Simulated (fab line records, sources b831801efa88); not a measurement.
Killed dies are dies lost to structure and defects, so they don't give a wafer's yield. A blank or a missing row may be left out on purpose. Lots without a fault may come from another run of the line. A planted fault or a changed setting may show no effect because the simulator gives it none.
fab line records | flow sfq_line
record lots=6 wafers=18 last_day=96
route steps=325 shown M6@255 I6@266 M7@281
lots that met no fault: from a run of the same line without faults
start_h: hours from the record's first day to the start of the lot's first wafer shown | wait_h: hours since the lot's step before | " the same as in the row above | L1.1+2: a row that stands for several wafers | - no value, or no start given | * or withheld: withheld | < > ~ a bound
route shown NAME@n: a module of which the file shows steps, and the number in the route of the first | usual: mean/standard deviation of fault-free wafers | same: alike in all rows | chamber/n: place in a boat | sites: the reading at each site | _std_site: their standard deviation | _edge_site: outer sites' mean less inner sites' | radius_mm: how far each site lies from the wafer's centre | mask NAME#n: copy n | behind: the tool/chamber that last shaped the wafer | hold: why the lot was held/for how many hours/how that ended | device: the transistor (n, p or np) that didn't switch | end of line: the same wafers' tests at the end of the route | a step without rows: its recipe alone | killed: dies lost to structure and defects at the first sort, not the wafer's yield | map: a wafer's dies, x killed, . not, _ none there
set.NAME: the setting as run; set.NAME@STEP: as run at that earlier step | model.NAME: the simulator's own value behind a step, which no gauge read
lots at some steps of the route; a table a step, a row a wafer
services: from which hour (start_h, from the record's first day; less than 0 if before it) a tool's chamber was out of use, for how many hours, and why
## steps
# step SFQ_TRILAYER_M6_LITHO_COAT_164
# recipe resist=BARC spin_rpm=3000 resist_thk_nm=62
# step SFQ_TRILAYER_M6_LITHO_COAT_159
# recipe resist=KrF spin_rpm=3000 resist_thk_nm=600
# step SFQ_TRILAYER_M6_LITHO_SOFTBAKE_163
# recipe temp_c=withheld time_s=withheld resist=KrF
# step SFQ_TRILAYER_M6_LITHO_EXPOSE_160
# recipe mask_id=M6 na=0.6 source_shape=conventional sigma_outer=0.65 target_cd_nm=500 dose_mj=14.4
# step SFQ_TRILAYER_M6_LITHO_PEB_162
# recipe peb_temp_c=115 peb_time_s=58.65 resist=KrF
# step SFQ_TRILAYER_M6_LITHO_DEVELOP_161
# recipe time_s=60 resist=KrF
# step SFQ_M6_OVL_MEAS_940
# usual M6_OVL=1/5.3
# columns lot.wafer tool chamber start_h wait_h M6_OVL[nm]
L109.2 overlay-02 - 1755.84 0.1 3
L109.5 " - " " -2
L109.6 " - " " -6
L113.1 overlay-02 - 1801.69 0.1 -3
L113.2 " - " " 1
L113.3 " - " " -1
L120.2 overlay-02 - 1936.30 0.1 0
L120.3 " - " " 2
L120.6 " - " " 5
L119.1 overlay-02 - 1938.69 0.1 -1
L119.2 " - " " 5
L119.3 " - " " 7
L121.3 overlay-02 - 1949.51 0.1 0
L121.5 " - " " 9
L121.6 " - " " 1
L128.1 overlay-01 - 2006.26 0.1 -13
L128.3 " - " " -11
L128.4 " - " " -5
# step SFQ_TRILAYER_M6_BARC_OPEN_METAL_ETCH_206
# recipe mask_material=PR chemistry=O2 target_depth_nm=125 target=BARC icp_w=600 bias_w=80 pressure_mtorr=10 time_s=41.7
# usual drypump_motor_current_A=5.97/0.3 oes_product_au=0.684/0.0048 rf_fwd_power_W=593/3.2
# columns lot.wafer tool chamber start_h wait_h drypump_motor_current_A oes_product_au rf_fwd_power_W rf_hours_counter_h
L109.2 rie_metal-03 0 1755.87 0.0 6.31 0.694 595 43
L109.5 " 1 " " 5.80 0.681 593 -
L109.6 " 0 " " 6.32 0.678 596 -
L113.1 rie_metal-03 0 1801.73 0.0 6.33 0.689 596 53
L113.2 " 0 " " 6.34 0.682 599 -
L113.3 " 0 " " 6.32 0.680 596 -
L120.2 rie_metal-04 0 1936.33 0.0 5.67 0.678 590 110
L120.3 " 0 " " 5.67 0.688 593 -
L120.6 " 0 " " 5.64 0.692 593 -
L119.1 rie_metal-01 1 1938.73 0.0 5.89 0.689 597 88
L119.2 " 0 " " 5.65 0.679 586 58
L119.3 " 1 " " 5.91 0.692 596 -
L121.3 rie_metal-04 1 1949.55 0.0 6.40 0.682 594 -
L121.5 " 0 " " 5.70 0.698 595 -
L121.6 " 1 " " 6.42 0.683 592 -
L128.1 rie_metal-03 0 2006.29 0.0 6.34 0.690 597 87
L128.3 " 1 " " 5.82 0.681 593 -
L128.4 " 0 " " 6.36 0.690 595 -
# step SFQ_TRILAYER_M6_ETCH_METAL_ETCH_162
# recipe target=Nb stop_on=SiO2 mask_material=PR chemistry=Cl2/Ar target_depth_nm=240 icp_w=600 bias_w=80 pressure_mtorr=10 time_s=120
# usual drypump_motor_current_A=6.0/0.3 oes_product_au=0.896/0.0058 rf_fwd_power_W=596.7/2.2
# columns lot.wafer tool chamber start_h wait_h drypump_motor_current_A oes_product_au rf_fwd_power_W rf_hours_counter_h
L109.2 rie_metal-03 0 1755.93 0.0 6.3 0.900 598.9 43
L109.5 " 1 " " 5.8 0.891 600.3 -
L109.6 " 0 " " 6.3 0.887 598.1 -
L113.1 rie_metal-03 0 1801.85 0.1 6.3 0.899 597.0 53
L113.2 " 0 " " 6.3 0.888 599.2 -
L113.3 " 0 " " 6.3 0.892 596.8 -
L120.2 rie_metal-04 0 1936.39 0.0 5.7 0.899 598.5 110
L120.3 " 0 " " 5.7 0.897 600.3 -
L120.6 " 0 " " 5.7 0.889 599.6 -
L119.1 rie_metal-01 1 1938.79 0.0 5.9 0.907 595.2 88
L119.2 " 0 " " 5.6 0.903 590.7 58
L119.3 " 1 " " 5.9 0.897 598.4 -
L121.3 rie_metal-04 1 1949.63 0.1 6.4 0.889 595.6 -
L121.5 " 0 " " 5.7 0.893 597.1 -
L121.6 " 1 " " 6.4 0.893 595.2 -
L128.1 rie_metal-03 0 2006.35 0.0 6.3 0.901 600.6 87
L128.3 " 1 " " 5.8 0.905 595.9 -
L128.4 " 0 " " 6.3 0.896 596.6 -
# step SFQ_TRILAYER_M6_STRIP_STRIP_163
# recipe gas=O2 power_w=200 platen_temp_c=40 overash_fraction=0.65 chemistry=O2 pressure_mtorr=50
# usual drypump_motor_current_A=5.96/0.3 oes_product_au=1.000/0.0073
# columns lot.wafer tool chamber start_h wait_h drypump_motor_current_A oes_product_au rf_hours_counter_h
L109.2 rie_metal-03 0 1756.05 0.1 6.35 0.999 43
L109.5 " 1 " " 5.85 0.999 -
L109.6 " 0 " " 6.35 1.009 -
L113.1 rie_metal-03 0 1802.10 0.2 6.32 1.006 54
L113.2 " 0 " " 6.33 1.006 -
L113.3 " 0 " " 6.31 1.001 -
L120.2 rie_metal-04 0 1936.51 0.1 5.69 0.992 110
L120.3 " 0 " " 5.67 0.989 -
L120.6 " 0 " " 5.66 0.995 -
L119.1 rie_metal-01 1 1938.91 0.1 5.89 1.012 89
L119.2 " 0 " " 5.62 0.994 58
L119.3 " 1 " " 5.89 1.015 -
L121.3 rie_metal-04 1 1949.91 0.2 6.39 0.992 -
L121.5 " 0 " " 5.68 0.988 -
L121.6 " 1 " " 6.41 0.985 -
L128.1 rie_metal-03 0 2006.48 0.1 6.31 1.008 88
L128.3 " 1 " " 5.84 1.002 -
L128.4 " 0 " " 6.32 1.003 -
# step SFQ_TRILAYER_M6_STRIP_SOLV_CLEAN_164
# recipe chemistry=NMP temp_c=70 time_s=600
# step SFQ_TRILAYER_I6_DEP_PECVD_165
# recipe material=SiO2 temp_c=150 time_s=111.11 pressure_torr=2.4 rf_w=183.3 precursor=SiH4/N2O target_thk_nm=500
# step SFQ_TRILAYER_I6_CMP_CMP_166
# recipe material=SiO2 down_force_psi=3 platen_rpm=60 pad_velocity_m_s=0.94248
# usual edge_zone_pressure_frac=1.000/0.0047 head_pressure_psi=3.000/0.0062 motor_current_A=10.1/0.97 retaining_ring_pressure_frac=1.000/0.0045 time_to_endpoint_s=216/7
# columns lot.wafer tool chamber start_h wait_h edge_zone_pressure_frac head_pressure_psi motor_current_A retaining_ring_pressure_frac time_to_endpoint_s model.SiO2_of_TRILAYER_I6_DEP_PECVD_165.thk_nm
L109.2 cmp-02 3 1757.42 0.5 1.003 2.993 9.3 1.003 217 201.2
L109.5 " 2 1758.92 2.0 1.005 2.991 11.3 1.000 222 200
L109.6 " 3 " " 0.999 2.998 9.0 1.005 228 201.4
L113.1 cmp-02 3 1803.55 0.0 1.000 3.005 9.2 1.003 215 200.4
L113.3 " 0 " " 1.003 2.989 8.3 1.002 219 200.1
L113.2 " 1 " " 0.988 3.003 12.1 1.000 209 198.9
L120.2 cmp-01 3 1937.37 0.0 0.993 2.997 10.1 1.004 192 220.5
L120.3 " 2 1938.87 1.5 1.005 3.000 10.9 1.003 194 219.2
L120.6 " 3 " " 0.995 3.007 10.6 1.008 204 220.3
L119.2 cmp-01 0 1940.37 0.6 0.997 3.001 9.7 1.010 187 219.2
L119.1 " 1 " " 0.998 3.000 9.7 1.000 194 219.6
L119.3 " 3 1941.87 2.1 1.003 2.994 9.8 1.005 195 218.3
L121.3 cmp-02 0 1951.57 1.0 0.996 2.999 8.9 1.007 217 199.9
L121.6 " 2 1952.57 2.0 0.999 2.996 11.4 1.001 221 198.6
L121.5 " 3 " " 1.001 2.993 9.3 1.002 223 199.1
L128.3 cmp-01 2 2009.24 1.9 1.000 3.005 10.8 0.997 215 200.9
L128.1 " 3 " " 1.004 3.006 9.6 0.998 215 201.1
L128.4 " 0 " " 1.009 3.000 10.0 1.001 223 201.3
# step SFQ_I6_BOW_MEAS_941
# recipe mode=bow
# usual I6_BOW=7/12
# columns lot.wafer tool chamber start_h wait_h I6_BOW[um]
L109.2 film_metro-03 - 1759.94 2.0 3
L109.5 " - " " 13
L109.6 " - " " 4
L113.1 film_metro-03 - 1806.55 2.5 -17
L113.2 " - " " 10
L113.3 " - " " 0
L120.2 film_metro-04 - 1940.39 2.5 2
L120.3 " - " " 4
L120.6 " - " " -4
L119.1 film_metro-01 - 1943.37 2.0 -5
L119.2 " - " " -12
L119.3 " - " " -17
L121.3 film_metro-03 - 1953.61 1.5 28
L121.5 " - " " 19
L121.6 " - " " 9
L128.1 film_metro-03 - 2012.24 2.0 4
L128.3 " - " " 13
L128.4 " - " " -11
# step SFQ_TRILAYER_I6_METRO_MEASURE_167
# usual thk_nm=200.1/0.93
# columns lot.wafer tool chamber start_h wait_h thk_nm
L109.2 film_metro-03 - 1760.24 0.3 201.1
L109.5 " - " " 200.0
L109.6 " - " " 201.6
L113.1 film_metro-03 - 1806.67 0.1 200.3
L113.2 " - " " 199.0
L113.3 " - " " 200.0
L120.2 film_metro-04 - 1940.69 0.3 220.6
L120.3 " - " " 219.2
L120.6 " - " " 220.2
L119.1 film_metro-01 - 1943.49 0.1 219.7
L119.2 " - " " 219.2
L119.3 " - " " 218.3
L121.3 film_metro-03 - 1954.09 0.5 199.8
L121.5 " - " " 199.2
L121.6 " - " " 198.7
L128.1 film_metro-03 - 2012.36 0.1 201.1
L128.3 " - " " 200.9
L128.4 " - " " 201.2
# step SFQ_TRILAYER_I6_VIA_LITHO_COAT_174
# recipe resist=BARC spin_rpm=3000 resist_thk_nm=62
# step SFQ_TRILAYER_I6_VIA_LITHO_COAT_169
# recipe resist=KrF spin_rpm=3000 resist_thk_nm=650
# step SFQ_TRILAYER_I6_VIA_LITHO_SOFTBAKE_173
# recipe temp_c=withheld time_s=withheld resist=KrF
# step SFQ_TRILAYER_I6_VIA_LITHO_EXPOSE_170
# recipe mask_id=I6 na=0.6 source_shape=conventional sigma_outer=0.65 target_cd_nm=700 dose_mj=21.3
# step SFQ_TRILAYER_I6_VIA_LITHO_PEB_172
# recipe peb_temp_c=115 peb_time_s=60 resist=KrF
# step SFQ_TRILAYER_I6_VIA_LITHO_DEVELOP_171
# recipe time_s=60 resist=KrF
# step SFQ_I6_OVL_MEAS_942
# usual I6_OVL=2/6.9
# columns lot.wafer tool chamber start_h wait_h I6_OVL[nm]
L109.2 overlay-02 - 1867.02 0.1 6
L109.5 " - " " 4
L109.6 " - " " -2
L113.1 overlay-01 - 1900.62 0.1 -4
L113.2 " - " " 8
L113.3 " - " " 6
L120.2 overlay-01 - 1944.32 0.1 1
L120.3 " - " " 4
L120.6 " - " " 10
L119.1 overlay-01 - 1950.31 0.1 10
L119.2 " - " " 8
L119.3 " - " " 8
L121.3 overlay-01 - 1957.53 0.1 -3
L121.5 " - " " 2
L121.6 " - " " -3
L128.1 overlay-02 - 2120.12 0.1 6
L128.3 " - " " 0
L128.4 " - " " 0
# step SFQ_TRILAYER_I6_VIA_BARC_OPEN_VIA_ETCH_235
# recipe mask_material=PR chemistry=O2 target_depth_nm=125 target=BARC source_w=500 bias_w=80 pressure_mtorr=30 time_s=43.26
# usual drypump_motor_current_A=6.0/0.38 oes_product_au=0.681/0.0048
# columns lot.wafer tool chamber start_h wait_h drypump_motor_current_A oes_product_au rf_hours_counter_h
L109.2 rie_diel-03 3 1867.05 0.0 6.3 0.680 2
L109.5 " 2 " " 6.5 0.683 -
L109.6 " 3 " " 6.2 0.674 -
L113.1 rie_diel-02 2 1900.65 0.0 6.3 0.688 16
L113.2 " 3 " " 6.4 0.678 19
L113.3 " 1 " " 5.7 0.685 6
L120.2 rie_diel-03 2 1944.35 0.0 6.5 0.685 16
L120.3 " 1 " " 5.5 0.678 0
L120.6 " 0 " " 6.4 0.682 -
L119.1 rie_diel-03 3 1950.35 0.0 6.2 0.682 3
L119.2 " 2 " " 6.5 0.684 16
L119.3 " 1 " " 5.5 0.676 1
L121.3 rie_diel-04 3 1957.55 0.0 5.6 0.671 9
L121.5 " 2 " " 6.2 0.678 -
L121.6 " 1 " " 5.3 0.684 -
L128.1 rie_diel-02 2 2120.15 0.0 6.3 0.678 18
L128.3 " 1 " " 5.7 0.680 8
L128.4 " 0 " " 6.1 0.670 3
# step SFQ_TRILAYER_I6_VIA_ETCH_VIA_ETCH_172
# recipe target=SiO2 stop_on=Nb mask_material=PR taper_deg=20 chemistry=CHF3 target_depth_nm=260 source_w=500 bias_w=80 pressure_mtorr=30 time_s=withheld
# usual drypump_motor_current_A=6.0/0.38 oes_product_au=0.854/0.0051 rf_fwd_power_W=498.2/1.5
# columns lot.wafer tool chamber start_h wait_h drypump_motor_current_A oes_product_au rf_fwd_power_W model.I6.feature_depth_nm model.etch.depth_nm
L109.2 rie_diel-03 3 1867.09 0.0 6.3 0.863 499.1 201.1 201.1
L109.5 " 2 " " 6.5 0.859 500.5 200 200
L109.6 " 3 " " 6.2 0.850 500.4 201.4 201.4
L113.1 rie_diel-02 2 1900.69 0.0 6.3 0.848 499.8 200.4 200.4
L113.2 " 3 " " 6.3 0.851 499.1 198.9 198.9
L113.3 " 1 " " 5.7 0.848 498.3 200.1 200.1
L120.2 rie_diel-03 2 1944.39 0.0 6.5 0.901 501.7 220.5 220.4
L120.3 " 1 " " 5.4 0.895 499.4 219.2 219.2
L120.6 " 0 " " 6.4 0.896 499.2 220.3 220.3
L119.1 rie_diel-03 3 1950.39 0.0 6.3 0.901 497.3 219.6 219.6
L119.2 " 2 " " 6.5 0.905 497.8 219.2 219.2
L119.3 " 1 " " 5.5 0.893 497.7 218.3 218.3
L121.3 rie_diel-04 3 1957.59 0.0 5.6 0.857 499.1 199.9 199.9
L121.5 " 2 " " 6.2 0.843 497.6 199 199
L121.6 " 1 " " 5.3 0.852 498.0 198.6 198.6
L128.1 rie_diel-02 2 2120.19 0.0 6.3 0.849 501.0 201.1 201.1
L128.3 " 1 " " 5.7 0.853 498.6 200.9 200.9
L128.4 " 0 " " 6.1 0.851 500.2 201.2 201.2
# step SFQ_TRILAYER_I6_VIA_STRIP_STRIP_173
# recipe gas=O2 power_w=200 platen_temp_c=40 overash_fraction=0.65 chemistry=O2 pressure_mtorr=50
# usual drypump_motor_current_A=6.0/0.33 oes_product_au=0.997/0.0075
# columns lot.wafer tool chamber start_h wait_h drypump_motor_current_A oes_product_au rf_hours_counter_h
L109.2 rie_metal-03 1 1867.21 - 5.8 0.988 9
L109.5 " 1 " " 5.8 0.997 -
L109.6 " 0 " " 6.3 0.998 -
L113.1 rie_metal-04 1 1900.81 - 6.4 0.995 67
L113.2 " 0 " " 5.7 0.985 104
L113.3 " 0 " " 5.7 0.999 -
L120.2 rie_metal-04 1 1944.50 - 6.4 1.002 74
L120.3 " 0 " " 5.7 0.990 -
L120.6 " 0 " " 5.7 0.998 -
L119.1 rie_metal-03 0 1950.50 - 6.3 1.004 77
L119.2 " 1 " " 5.8 1.011 22
L119.3 " 0 " " 6.3 0.996 -
L121.3 rie_metal-04 1 1957.90 - 6.5 0.990 -
L121.5 " 0 " " 5.7 0.997 -
L121.6 " 1 " " 6.4 0.998 -
L128.1 rie_metal-03 1 2120.31 - 5.8 0.998 45
L128.3 " 0 " " 6.3 1.003 -
L128.4 " 1 " " 5.8 0.998 -
# step SFQ_TRILAYER_I6_VIA_STRIP_SOLV_CLEAN_174
# recipe chemistry=NMP temp_c=70 time_s=600
# step SFQ_TRILAYER_M7_DEP_PRE_CLEAN_176
# recipe gas=Ar time_s=22.5 bias_v=250
# usual bias_v=249.9/2.4
# columns lot.wafer tool chamber start_h wait_h bias_v model.SiO2_of_TRILAYER_I6_DEP_PECVD_165.thk_nm
L109.2 pvd_sputter-03 - 1867.98 0.0 245.9 193.6
L109.5 " - " " 248.4 192.5
L109.6 " - " " 253.8 193.9
L113.1 pvd_sputter-03 - 1901.58 0.0 254.5 192.9
L113.2 " - " " 247.0 191.4
L113.3 " - " " 254.6 192.6
L120.2 pvd_sputter-03 - 1945.29 0.0 249.3 212.9
L120.3 " - " " 252.3 211.7
L120.6 " - " " 248.3 212.8
L119.1 pvd_sputter-06 - 1951.28 0.0 246.9 212.1
L119.2 " - " " 248.9 211.7
L119.3 " - " " 247.0 210.8
L121.3 pvd_sputter-05 - 1958.48 0.0 251.2 192.4
L121.5 " - " " 251.3 191.5
L121.6 " - " " 248.5 191.1
L128.1 pvd_sputter-03 - 2121.08 0.0 250.4 193.6
L128.3 " - " " 250.8 193.4
L128.4 " - " " 249.8 193.7
# step SFQ_TRILAYER_M7_DEP_SPUTTER_175
# recipe material=Nb base_pressure_pa=1.33e-06 chamber_pressure_pa=0.1333 substrate_temp_c=20 target_thk_nm=200 power_w=2000 time_s=133.3
## services
# columns tool chamber start_h hours kind
rie_diel-02 1 1733.08 4.8 repair
rie_diel-03 - 1752.95 0.3 repair
rie_diel-02 0 1761.41 5.0 repair
rie_metal-03 1 1763.47 5.0 repair
film_metro-03 - 1781.14 1.9 pm
rie_diel-02 0 1801.58 7.9 repair
film_metro-03 - 1829.55 0.9 pm
rie_diel-03 - 1832.42 0.4 repair
rie_diel-02 2 1838.16 2.4 repair
rie_diel-03 1 1842.24 1.8 repair
rie_metal-03 - 1844.59 0.3 repair
rie_diel-03 1 1863.77 3.5 repair
rie_diel-03 2 1871.99 2.0 repair
rie_metal-04 - 1940.87 0.6 repair
rie_diel-03 0 1941.48 1.9 repair
rie_metal-04 - 1942.94 0.1 repair
rie_diel-03 2 1956.04 7.9 repair
rie_metal-03 1 1962.26 5.5 repair
rie_metal-04 - 1965.90 2.8 pm
rie_diel-03 3 1991.80 4.3 repair
rie_diel-03 2 2015.06 11.5 repair
rie_diel-03 1 2046.65 9.8 repair
rie_diel-03 3 2059.87 3.9 repair
rie_metal-03 1 2113.97 4.0 repair
## key
first_sign step=SFQ_TRILAYER_I6_CMP_CMP_166 reading=time_to_endpoint_s direction=down sigmas=3.1 usual=* struck=*
effect step=SFQ_TRILAYER_I6_METRO_MEASURE_167 reading=thk_nm direction=up sigmas=21 usual=200.1 struck=219.5
effect step=SFQ_TRILAYER_I6_VIA_ETCH_VIA_ETCH_172 reading=oes_product_au direction=up sigmas=8.7 usual=0.854 struck=0.899
model_effect step=SFQ_TRILAYER_I6_CMP_CMP_166 value=SiO2_of_TRILAYER_I6_DEP_PECVD_165.thk_nm without=199.5 struck=219.5
model_effect step=SFQ_TRILAYER_I6_VIA_ETCH_VIA_ETCH_172 value=I6.feature_depth_nm without=199.5 struck=219.5
model_effect step=SFQ_TRILAYER_M7_DEP_PRE_CLEAN_176 value=SiO2_of_TRILAYER_I6_DEP_PECVD_165.thk_nm without=192 struck=212
met_at SFQ_TRILAYER_I6_CMP_CMP_166
struck_wafers L119.1,L119.2,L119.3,L120.2,L120.3,L120.6
fault kind=process_parameter_drift tool=cmp-01 chamber=- onset_h=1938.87 steps=SFQ_TRILAYER_I6_CMP_CMP_166 channel=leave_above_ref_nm offset=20 shape=step end_h=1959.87 acts_in=these_recipes_only stated=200
